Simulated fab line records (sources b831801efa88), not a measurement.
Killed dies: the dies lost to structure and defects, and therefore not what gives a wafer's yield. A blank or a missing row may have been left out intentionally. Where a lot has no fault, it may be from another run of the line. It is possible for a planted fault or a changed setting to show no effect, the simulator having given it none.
fab line records	flow sky130
record lots=10	wafers=30	last-day=50
route steps=708 shown LDD_HVN@276 POLY_CUT@316 SD_N@351
lots that met no fault: from a run of the same line without faults
start-h: hours from the record's opening day to when the first of the lot's shown wafers began	wait-h: hours since the lot's step before	" identical to the entry in the row above	L1.1+2: several wafers, shown together as one row	- no value, or no start was given	* or withheld: withheld	< > ~ a bound
route shown NAME@n: names a module that has steps shown in the file, with the first one's number in the route	usual: the fault-free wafers' mean and standard deviation	same: alike in all rows	chamber/n: place in a boat	sites: each site's reading	_std_site: the standard deviation of these	_edge_site: inner sites' mean taken away from outer sites' mean	radius-mm: for every site, how far away it sits from the centre of the wafer	mask NAME#n: copy n	behind: the last tool/chamber to shape the wafer	hold: cause of the lot's hold/its duration in hours/its outcome	device: transistor that didn't switch, given as n, p or np	end of line: tests of these same wafers at the route's end	a step given without rows: its recipe and nothing more	killed: at the first sort, the dies lost to defects and structure; wafer yield is something else	map: dies across one wafer; x = killed, . = not, _ = none there
set.NAME: the setting as run; set.NAME@STEP: as run at that earlier step	model.NAME: the simulator's own value behind a step, which no gauge read
a sample of lots followed through the steps of the route, with each step as a table and each wafer as a row
services: a tool's chamber out of use, with start hour (start-h, from the record's first day; less than 0 if before it), hours out, and reason
## steps
# step SKY_LDD_HVN_STRIP_09
# recipe chemistry=O2/N2	power-w=1400	pressure-mtorr=1500	platen-temp-c=withheld	o2-flow-sccm=3000	n2-flow-sccm=300	overash-fraction=0.5
# usual drypump-motor-current-A=5.33/0.19	oes-product-au=0.408/0.005	strip-time-to-endpoint-s=4.134/0.014
lot.wafer	tool	chamber	start-h	wait-h	drypump-motor-current-A	oes-product-au	rf-hours-counter-h	strip-time-to-endpoint-s
L770.2	plasma-asher-02	0	475.29	0.1	5.72	0.409	75	4.123
L770.3	"	1	"	"	5.41	0.413	-	4.144
L770.4	"	0	"	"	5.74	0.411	-	4.142
L773.2	plasma-asher-02	0	502.79	0.1	5.71	0.413	78	4.150
L773.3	"	0	"	"	5.71	0.408	-	4.149
L773.4	"	1	"	"	5.37	0.405	-	4.140
L774.2	plasma-asher-02	0	518.77	0.1	5.72	0.421	79	4.139
L774.3	"	1	"	"	5.38	0.411	-	4.160
L774.6	"	1	"	"	5.40	0.412	-	4.152
L777.1	plasma-asher-04	0	531.02	0.1	5.19	0.411	63	4.138
L777.3	"	0	"	"	5.19	0.416	-	4.109
L777.4	"	1	"	"	5.16	0.413	-	4.132
L785.1	plasma-asher-04	1	597.17	0.1	5.12	0.418	70	4.124
L785.2	"	0	"	"	5.22	0.410	70	4.154
L785.5	"	1	"	"	5.16	0.412	-	4.123
L786.1	plasma-asher-02	0	607.52	0.1	5.71	0.401	88	4.123
L786.3	"	1	"	"	5.38	0.407	-	4.130
L786.6	"	0	"	"	5.71	0.410	-	4.104
L787.2	plasma-asher-04	1	612.77	0.1	5.14	0.411	72	4.111
L787.3	"	1	"	"	5.15	0.404	-	4.128
L787.6	"	0	"	"	5.23	0.413	-	4.116
L788.1	plasma-asher-04	1	623.12	0.1	5.16	0.404	73	4.143
L788.4	"	0	"	"	5.23	0.417	-	4.152
L788.6	"	0	"	"	5.22	0.412	-	4.138
L791.2	plasma-asher-04	1	645.84	0.1	5.16	0.407	75	4.121
L791.4	"	1	"	"	5.15	0.412	-	4.137
L791.5	"	0	"	"	5.24	0.408	-	4.130
L792.3	plasma-asher-02	0	653.37	0.1	5.73	0.413	-	4.137
L792.4	"	1	"	"	5.38	0.405	-	4.123
L792.5	"	1	"	"	5.37	0.409	-	4.121
# step SKY_POLY_CUT_OVL_MEAS_09
# usual POLY_CUT_OVL=2/5
lot.wafer	tool	chamber	start-h	wait-h	POLY_CUT_OVL[nm]
L770.2	overlay-02	-	567.23	0.1	-1
L770.3	"	-	"	"	-1
L770.4	"	-	"	"	-2
L773.2	overlay-02	-	593.93	0.1	2
L773.3	"	-	"	"	-1
L773.4	"	-	"	"	-3
L774.2	overlay-02	-	608.84	0.1	9
L774.3	"	-	"	"	0
L774.6	"	-	"	"	8
L777.1	overlay-02	-	621.48	0.1	-8
L777.3	"	-	"	"	3
L777.4	"	-	"	"	2
L785.1	overlay-02	-	685.98	0.1	-7
L785.2	"	-	"	"	-7
L785.5	"	-	"	"	-5
L786.1	overlay-02	-	696.53	0.1	-12
L786.3	"	-	"	"	-6
L786.6	"	-	"	"	-4
L787.2	overlay-01	-	703.09	0.1	5
L787.3	"	-	"	"	4
L787.6	"	-	"	"	6
L788.1	overlay-01	-	715.00	0.1	11
L788.4	"	-	"	"	8
L788.6	"	-	"	"	8
L791.2	overlay-02	-	732.96	0.1	4
L791.4	"	-	"	"	-2
L791.5	"	-	"	"	0
L792.3	overlay-02	-	739.25	0.1	4
L792.4	"	-	"	"	3
L792.5	"	-	"	"	0
# step SKY_POLY_CUT_ETCH_10
# recipe chemistry=N2/H2	target=BARC	ion-energy-ev=200	source-w=500	bias-w=100	pressure-mtorr=30	n2-flow-sccm=100	h2-flow-sccm=200	stop-on=SiO2	time-s=45.9	target-depth-a=600
# usual drypump-motor-current-A=5.9/0.4	oes-product-au=0.855/0.005	throttle-valve-pct=13.226/0.0093
lot.wafer	tool	chamber	start-h	wait-h	drypump-motor-current-A	oes-product-au	rf-hours-counter-h	throttle-valve-pct
L770.2	rie-diel-01	2	567.26	0.0	5.6	0.865	26	13.221
L770.3	"	1	"	"	6.0	0.860	15	13.210
L770.4	"	3	"	"	5.8	0.853	34	13.223
L773.2	rie-diel-02	3	593.96	0.0	6.0	0.855	3	13.214
L773.3	"	1	"	"	6.4	0.859	40	13.229
L773.4	"	2	"	"	6.4	0.857	15	13.214
L774.2	rie-diel-01	0	608.87	0.0	6.0	0.859	73	13.230
L774.3	"	3	"	"	5.9	0.851	34	13.229
L774.6	"	3	"	"	5.8	0.856	-	13.207
L777.1	rie-diel-02	1	621.52	0.0	6.4	0.856	41	13.225
L777.3	"	0	"	"	5.3	0.857	9	13.228
L777.4	"	2	"	"	6.5	0.848	15	13.240
L785.1	rie-diel-01	2	686.01	0.0	5.6	0.855	28	13.221
L785.2	"	1	"	"	6.0	0.860	18	13.228
L785.5	"	3	"	"	5.9	0.853	-	13.227
L786.1	rie-diel-02	1	696.57	0.0	6.3	0.856	42	13.239
L786.3	"	3	"	"	5.9	0.851	5	13.221
L786.6	"	2	"	"	6.5	0.851	-	13.212
L787.2	rie-diel-01	1	703.12	0.0	6.0	0.858	19	13.242
L787.3	"	3	"	"	5.9	0.858	37	13.223
L787.6	"	2	"	"	5.6	0.854	-	13.223
L788.1	rie-diel-02	1	715.04	0.0	6.4	0.852	43	13.215
L788.4	"	3	"	"	5.9	0.841	6	13.228
L788.6	"	3	"	"	5.9	0.864	-	13.221
L791.2	rie-diel-01	2	732.99	0.0	5.6	0.854	29	13.226
L791.4	"	1	"	"	6.0	0.857	20	13.222
L791.5	"	0	"	"	6.0	0.856	-	13.227
L792.3	rie-diel-01	1	739.27	0.0	6.0	0.851	20	13.222
L792.4	"	0	"	"	6.0	0.854	3	13.227
L792.5	"	2	"	"	5.6	0.852	-	13.230
# step SKY_SD_N_IMPLANT_09
# recipe species=As	energy-kev=50	dose-cm2=4e+15	tilt-deg=0
# usual beam-energy-keV=49.997/0.014	faraday-current-uA=11622/680
lot.wafer	tool	chamber	start-h	wait-h	beam-energy-keV	faraday-current-uA
L770.2	implanter-01	0	654.54	0.0	49.998	12037
L770.3	"	0	"	"	50.004	11978
L770.4	"	0	"	"	49.993	12134
L773.2	implanter-01	0	680.91	0.0	49.997	12080
L773.3	"	0	"	"	50.000	12186
L773.4	"	0	"	"	49.984	11879
L774.2	implanter-01	0	695.59	0.0	49.960	11752
L774.3	"	0	"	"	49.992	12166
L774.6	"	0	"	"	49.973	12031
L777.1	implanter-03	0	707.02	0.0	49.995	12128
L777.3	"	0	"	"	49.989	11707
L777.4	"	0	"	"	50.012	11967
L785.1	implanter-01	0	769.98	0.0	41.331	11782
L785.2	"	0	"	"	41.305	11641
L785.5	"	0	"	"	41.347	11780
L786.1	implanter-01	0	778.52	0.0	41.340	12070
L786.3	"	0	"	"	41.327	11772
L786.6	"	0	"	"	41.328	12103
L787.2	implanter-03	0	785.89	0.0	50.016	11939
L787.3	"	0	"	"	50.020	12048
L787.6	"	0	"	"	50.000	11807
L788.1	implanter-03	0	797.66	0.0	50.010	12168
L788.4	"	0	"	"	49.987	11517
L788.6	"	0	"	"	50.020	11661
L791.2	implanter-02	0	815.41	0.0	49.987	10203
L791.4	"	0	"	"	49.984	10124
L791.5	"	0	"	"	50.007	10335
L792.3	implanter-02	0	820.14	0.1	49.985	10190
L792.4	"	0	"	"	49.996	10384
L792.5	"	0	"	"	49.985	10040
# step SKY_SD_N_STRIP_11
# recipe chemistry=O2/N2	power-w=1400	pressure-mtorr=1500	platen-temp-c=withheld	o2-flow-sccm=3000	n2-flow-sccm=300	overash-fraction=0.5
# usual drypump-motor-current-A=5.5/0.39	oes-product-au=0.528/0.0047	strip-time-to-endpoint-s=22.56/0.036
lot.wafer	tool	chamber	start-h	wait-h	drypump-motor-current-A	oes-product-au	rf-hours-counter-h	strip-time-to-endpoint-s
L770.2	plasma-asher-04	1	654.81	0.1	5.2	0.526	76	22.58
L770.3	"	0	"	"	5.3	0.531	-	22.58
L770.4	"	1	"	"	5.2	0.529	-	22.57
L773.2	plasma-asher-02	1	681.19	0.1	5.4	0.535	96	22.60
L773.3	"	1	"	"	5.4	0.527	-	22.53
L773.4	"	0	"	"	5.7	0.528	-	22.58
L774.2	plasma-asher-04	1	695.87	0.1	5.2	0.531	80	22.57
L774.3	"	0	"	"	5.2	0.529	-	22.57
L774.6	"	0	"	"	5.2	0.528	-	22.56
L777.1	plasma-asher-04	1	707.32	0.1	5.2	0.524	81	22.54
L777.3	"	1	"	"	5.2	0.530	-	22.54
L777.4	"	0	"	"	5.2	0.534	-	22.55
L785.1	plasma-asher-03	1	770.28	0.1	6.7	0.543	67	21.28
L785.2	"	0	"	"	5.9	0.538	67	21.28
L785.5	"	0	"	"	5.9	0.537	-	21.28
L786.1	plasma-asher-04	0	778.82	0.1	5.2	0.548	89	21.27
L786.3	"	0	"	"	5.2	0.546	-	21.26
L786.6	"	0	"	"	5.2	0.550	-	21.29
L787.2	plasma-asher-04	0	786.16	0.1	5.2	0.532	90	22.58
L787.3	"	1	"	"	5.2	0.529	-	22.54
L787.6	"	0	"	"	5.2	0.519	-	22.59
L788.1	plasma-asher-04	1	797.96	0.1	5.2	0.525	91	22.52
L788.4	"	1	"	"	5.2	0.521	-	22.53
L788.6	"	1	"	"	5.2	0.522	-	22.53
L791.2	plasma-asher-04	1	815.69	0.1	5.1	0.535	93	22.55
L791.4	"	0	"	"	5.2	0.535	-	22.59
L791.5	"	1	"	"	5.2	0.523	-	22.57
L792.3	plasma-asher-02	1	820.42	0.1	5.4	0.528	-	22.53
L792.4	"	0	"	"	5.7	0.530	-	22.50
L792.5	"	1	"	"	5.4	0.536	-	22.52
# step SKY_SD_N_TW_MEAS_12
# usual SD_N_TW=3977/24
lot.wafer	tool	chamber	start-h	wait-h	SD_N_TW
L770.2	film-metro-02	-	654.92	0.1	3964
L770.3	"	-	"	"	3980
L770.4	"	-	"	"	4006
L773.2	film-metro-02	-	681.30	0.1	3933
L773.3	"	-	"	"	3957
L773.4	"	-	"	"	3953
L774.2	film-metro-02	-	695.98	0.1	3942
L774.3	"	-	"	"	3937
L774.6	"	-	"	"	3963
L777.1	film-metro-02	-	707.42	0.1	3964
L777.3	"	-	"	"	3943
L777.4	"	-	"	"	3953
L785.1	film-metro-01	-	770.38	0.1	3806
L785.2	"	-	"	"	3807
L785.5	"	-	"	"	3809
L786.1	film-metro-02	-	778.92	0.1	3756
L786.3	"	-	"	"	3761
L786.6	"	-	"	"	3769
L787.2	film-metro-01	-	786.27	0.1	3997
L787.3	"	-	"	"	4019
L787.6	"	-	"	"	3998
L788.1	film-metro-02	-	798.06	0.1	3959
L788.4	"	-	"	"	3939
L788.6	"	-	"	"	3942
L791.2	film-metro-02	-	815.80	0.1	3964
L791.4	"	-	"	"	3949
L791.5	"	-	"	"	3967
L792.3	film-metro-01	-	820.51	0.1	3990
L792.4	"	-	"	"	4025
L792.5	"	-	"	"	4017
# step SKY_SD_N_RS_MEAS_16
# recipe thk-meas-gauge=four-point-probe
# usual SD_N_RS=68.49/0.12
lot.wafer	tool	chamber	start-h	wait-h	SD_N_RS[ohm/sq]
L770.2	film-metro-03	-	655.21	0.1	68.41
L770.3	"	-	"	"	68.49
L770.4	"	-	"	"	68.41
L773.2	film-metro-01	-	681.59	0.1	68.65
L773.3	"	-	"	"	68.69
L773.4	"	-	"	"	68.67
L774.2	film-metro-03	-	696.27	0.1	68.42
L774.3	"	-	"	"	68.40
L774.6	"	-	"	"	68.33
L777.1	film-metro-03	-	707.71	0.1	68.41
L777.3	"	-	"	"	68.28
L777.4	"	-	"	"	68.39
L785.1	film-metro-03	-	770.66	0.1	75.02
L785.2	"	-	"	"	74.97
L785.5	"	-	"	"	74.94
L786.1	film-metro-02	-	779.25	0.1	75.23
L786.3	"	-	"	"	75.30
L786.6	"	-	"	"	75.26
L787.2	film-metro-02	-	786.57	0.1	68.68
L787.3	"	-	"	"	68.60
L787.6	"	-	"	"	68.50
L788.1	film-metro-02	-	798.35	0.1	68.55
L788.4	"	-	"	"	68.56
L788.6	"	-	"	"	68.53
L791.2	film-metro-03	-	816.09	0.1	68.28
L791.4	"	-	"	"	68.34
L791.5	"	-	"	"	68.32
L792.3	film-metro-02	-	820.82	0.1	68.57
L792.4	"	-	"	"	68.34
L792.5	"	-	"	"	68.42
## services
tool	chamber	start-h	hours	kind
rie-diel-02	2	455.11	24.4	repair
implanter-03	-	504.84	1.8	repair
implanter-02	-	516.84	3.1	repair
implanter-03	-	558.00	2.3	repair
implanter-03	-	558.02	1.2	repair
implanter-02	-	570.84	4.1	pm
rie-diel-02	-	579.36	10.0	pm
rie-diel-02	-	594.19	0.6	repair
plasma-asher-04	-	640.21	1.2	repair
plasma-asher-04	-	641.40	2.8	pm
implanter-01	-	654.81	5.5	pm
implanter-03	-	680.02	1.8	repair
rie-diel-01	-	681.04	0.7	repair
implanter-02	-	687.14	1.8	repair
rie-diel-01	0	690.94	20.6	repair
rie-diel-01	3	691.37	3.4	repair
implanter-02	-	708.69	38.7	repair
rie-diel-01	2	721.97	8.9	repair
plasma-asher-02	-	733.75	9.0	pm
rie-diel-02	2	747.14	8.9	repair
implanter-03	-	752.46	6.2	pm
rie-diel-01	1	784.46	5.9	repair
rie-diel-01	-	792.20	2.8	pm
plasma-asher-02	-	812.97	2.8	pm
## key
first-sign step=SKY_SD_N_IMPLANT_09	reading=beam-energy-keV	direction=down	sigmas=99+	usual=*	struck=*
effect step=SKY_SD_N_STRIP_11	reading=strip-time-to-endpoint-s	direction=down	sigmas=36	usual=*	struck=*
effect step=SKY_SD_N_TW_MEAS_12	reading=SD_N_TW	direction=down	sigmas=8.2	usual=3977	struck=3785
effect step=SKY_SD_N_RS_MEAS_16	reading=SD_N_RS	direction=up	sigmas=53	usual=68.49	struck=75.12
met-at SKY_SD_N_IMPLANT_09
struck-lots L785,L786
tester-left-out L785,L786
not-acting-at SKY_LDD_HVN_STRIP_09,SKY_POLY_CUT_OVL_MEAS_09,SKY_POLY_CUT_ETCH_10
onset-between 695.59 769.98
fault kind=process-parameter-drift	tool=implanter-01	chamber=-	onset-h=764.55	steps=SKY_SD_N_IMPLANT_09	channel=energy-kev	offset=*	shape=step	end-h=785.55	acts-in=*	stated=*
# tester-left-out: of these lots the tester's yield and bins aren't shown, on N5 and GAA mostly nor the transistor test; their killed dies are dies lost to structure and defects alone, not to doping, threshold or leakage, so they don't give the yield
